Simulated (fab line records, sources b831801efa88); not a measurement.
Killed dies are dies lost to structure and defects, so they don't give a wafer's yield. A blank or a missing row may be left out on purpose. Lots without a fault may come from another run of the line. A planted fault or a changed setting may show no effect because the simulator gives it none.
Which tool did it? | flow gf180mcu | 11 lots, 33 wafers sampled, at 4 steps of a route of 602

WHAT THE GAUGES READ, wafer by wafer
GF_VT_IMPLANT_TW_MEAS_43.
lot  | measured     | on            | VT_IMPLANT_4_TW
L494 | day 8 06:02  | film_metro-02 | 689 692 688
L497 | day 9 02:30  | film_metro-03 | 695 697 697
L498 | day 9 10:03  | film_metro-02 | 695 691 690
L499 | day 9 13:49  | film_metro-02 | 30 30 30
L500 | day 10 02:41 | film_metro-02 | 30 30 30
L502 | day 11 01:52 | film_metro-02 | 693 687 690
L506 | day 12 02:22 | film_metro-02 | 687 683 690
L508 | day 12 09:14 | film_metro-02 | 687 688 691
L511 | day 13 02:35 | film_metro-02 | 694 695 701
L512 | day 13 19:41 | film_metro-03 | 695 699 698
L514 | day 14 08:34 | film_metro-04 | 695 696 697

GF_HV_LDD_OVL_MEAS_47.
lot  | measured     | on         | HV_LDD_03_OVL (nm)
L494 | day 13 06:00 | overlay-02 | 0.4 0.1 1.2
L497 | day 14 05:46 | overlay-01 | -0.4 -0.7 -1.3
L498 | day 14 18:02 | overlay-02 | 0.0 0.8 0.9
L502 | day 16 11:11 | overlay-01 | 0.0 0.2 0.7
L506 | day 17 23:15 | overlay-02 | 0.3 0.3 0.1
L508 | day 18 03:43 | overlay-01 | 0.7 1.0 0.2
L511 | day 18 23:25 | overlay-02 | 0.3 0.0 0.7
L512 | day 19 20:09 | overlay-01 | -0.6 -1.4 -0.4
L514 | day 20 07:58 | overlay-01 | 0.2 1.2 0.5

WHICH TOOL RAN EACH LOT (tool, then ch and the chambers of the sampled wafers, then the start)
lot  | GF_VT_IMPLANT_STRIP_31               | GF_VT_IMPLANT_STRIP_42
L494 | plasma_asher-01 ch 0,1, day 7 13:20  | plasma_asher-01 ch 0,1, day 8 05:56
L497 | plasma_asher-02 ch 0,1, day 8 10:05  | plasma_asher-02 ch 0, day 9 02:23
L498 | plasma_asher-01 ch 0,1, day 8 16:50  | plasma_asher-03 ch 0,1, day 9 09:56
L499 | plasma_asher-03 ch 0,1, day 8 21:13  | plasma_asher-02 ch 0,1, day 9 13:44
L500 | plasma_asher-03 ch 0, day 9 09:02    | plasma_asher-01 ch 0,1, day 10 02:35
L502 | plasma_asher-02 ch 0,1, day 10 07:35 | plasma_asher-02 ch 0,1, day 11 01:45
L506 | plasma_asher-03 ch 0,1, day 11 06:49 | plasma_asher-02 ch 0,1, day 12 02:14
L508 | plasma_asher-03 ch 0,1, day 11 13:44 | plasma_asher-03 ch 0,1, day 12 09:08
L511 | plasma_asher-03 ch 0,1, day 12 07:11 | plasma_asher-02 ch 0,1, day 13 02:29
L512 | plasma_asher-01 ch 0,1, day 12 23:41 | plasma_asher-02 ch 0,1, day 13 19:35
L514 | plasma_asher-03 ch 0,1, day 13 11:46 | plasma_asher-01 ch 0,1, day 14 08:29
- GF_VT_IMPLANT_STRIP_31: strips in O2/N2.
- GF_VT_IMPLANT_STRIP_42: strips in O2/N2.

WHAT THE TOOLS THEMSELVES READ (means of the sampled wafers that have a number; where no wafer has one, the mark that the record gives instead)
GF_VT_IMPLANT_STRIP_31.
lot  | tool            | chamber_pressure_mTorr (mTorr) | drypump_motor_current_A (A) | heater_power_w (W) | n2_flow_sccm (sccm) | oes_product_au (a.u.) | strip_time_to_endpoint_s (s)
L494 | plasma_asher-01 | 1500.9                         | 5.6                         | 339                | 300.2               | 0.717                 | 12.59
L497 | plasma_asher-02 | 1498.7                         | 5.5                         | 344                | 301.1               | 0.718                 | 12.59
L498 | plasma_asher-01 | 1500.7                         | 5.1                         | 351                | 299.9               | 0.718                 | 12.66
L499 | plasma_asher-03 | -                              | -                           | -                  | -                   | -                     | -
L500 | plasma_asher-03 | -                              | -                           | -                  | -                   | -                     | -
L502 | plasma_asher-02 | 1501.2                         | 5.6                         | 351                | 300.3               | 0.718                 | 12.64
L506 | plasma_asher-03 | 1499.8                         | 5.8                         | 309                | 300.8               | 0.713                 | 12.70
L508 | plasma_asher-03 | 1499.4                         | 6.1                         | 323                | 300.1               | 0.714                 | 12.70
L511 | plasma_asher-03 | 1500.3                         | 6.1                         | 322                | 300.5               | 0.713                 | 12.63
L512 | plasma_asher-01 | 1500.9                         | 5.6                         | 337                | 300.2               | 0.715                 | 12.66
L514 | plasma_asher-03 | 1499.5                         | 5.8                         | 305                | 300.5               | 0.715                 | 12.64

GF_VT_IMPLANT_STRIP_42.
lot  | tool            | chamber_pressure_mTorr (mTorr) | drypump_motor_current_A (A) | heater_power_w (W) | n2_flow_sccm (sccm) | oes_product_au (a.u.) | strip_time_to_endpoint_s (s)
L494 | plasma_asher-01 | 1499.5                         | 5.1                         | 345                | 300.2               | 0.716                 | 12.67
L497 | plasma_asher-02 | 1500.6                         | 5.3                         | 334                | 300.1               | 0.713                 | 12.63
L498 | plasma_asher-03 | 1500.5                         | 5.8                         | 301                | 298.8               | 0.714                 | 12.66
L499 | plasma_asher-02 | 1499.1                         | 5.5                         | 351                | 299.1               | 0.714                 | 27.60
L500 | plasma_asher-01 | 1499.8                         | 5.2                         | 345                | 300.9               | 0.715                 | 27.56
L502 | plasma_asher-02 | 1499.3                         | 5.5                         | 341                | 299.5               | 0.711                 | 12.64
L506 | plasma_asher-02 | 1498.5                         | 5.5                         | 346                | 300.4               | 0.713                 | 12.62
L508 | plasma_asher-03 | 1500.5                         | 6.1                         | 321                | 300.0               | 0.715                 | 12.65
L511 | plasma_asher-02 | 1499.2                         | 5.6                         | 360                | 300.3               | 0.717                 | 12.63
L512 | plasma_asher-02 | 1499.4                         | 5.6                         | 350                | 299.2               | 0.714                 | 12.65
L514 | plasma_asher-01 | 1499.8                         | 5.6                         | 336                | 299.9               | 0.713                 | 12.63

THE ANSWER, worked out from the rows above alone
Rule: what is usual is taken from the lots themselves. Put in order of their means at a reading, lots are off if they are a third of the lots or fewer, leave a main group of 4 or more, and stand apart from it by a gap of 3 or more times the standard deviation of the main group's means; of several such gaps the widest counts. A main group whose means are all the same, to the digits that the tables above print for the reading, isn't used. A lot without any number at a reading at which 4 lots or more have one is off too. The other lots that the step has rows for count as sound. The gauges are gone through in route order, then the tools' own readings, and for those a lot's mean is taken as printed above. The first step at which some lot is off is used, and at that step the reading that is off furthest; a lot without a number counts as furthest.
Off: L499, L500, at GF_VT_IMPLANT_TW_MEAS_43 (VT_IMPLANT_4_TW). The main group: mean 693, standard deviation 3.8.
A tool fits if, at a process step before that reading, it ran every lot that is off, and no sound lot after the first of them. The gauges at GF_VT_IMPLANT_TW_MEAS_43 aren't tried: what is off there is off at GF_VT_IMPLANT_STRIP_31 too, on other tools, and a gauge's error can't cause that. None of those tried fits.

WHAT THE SIMULATOR HAD PUT IN
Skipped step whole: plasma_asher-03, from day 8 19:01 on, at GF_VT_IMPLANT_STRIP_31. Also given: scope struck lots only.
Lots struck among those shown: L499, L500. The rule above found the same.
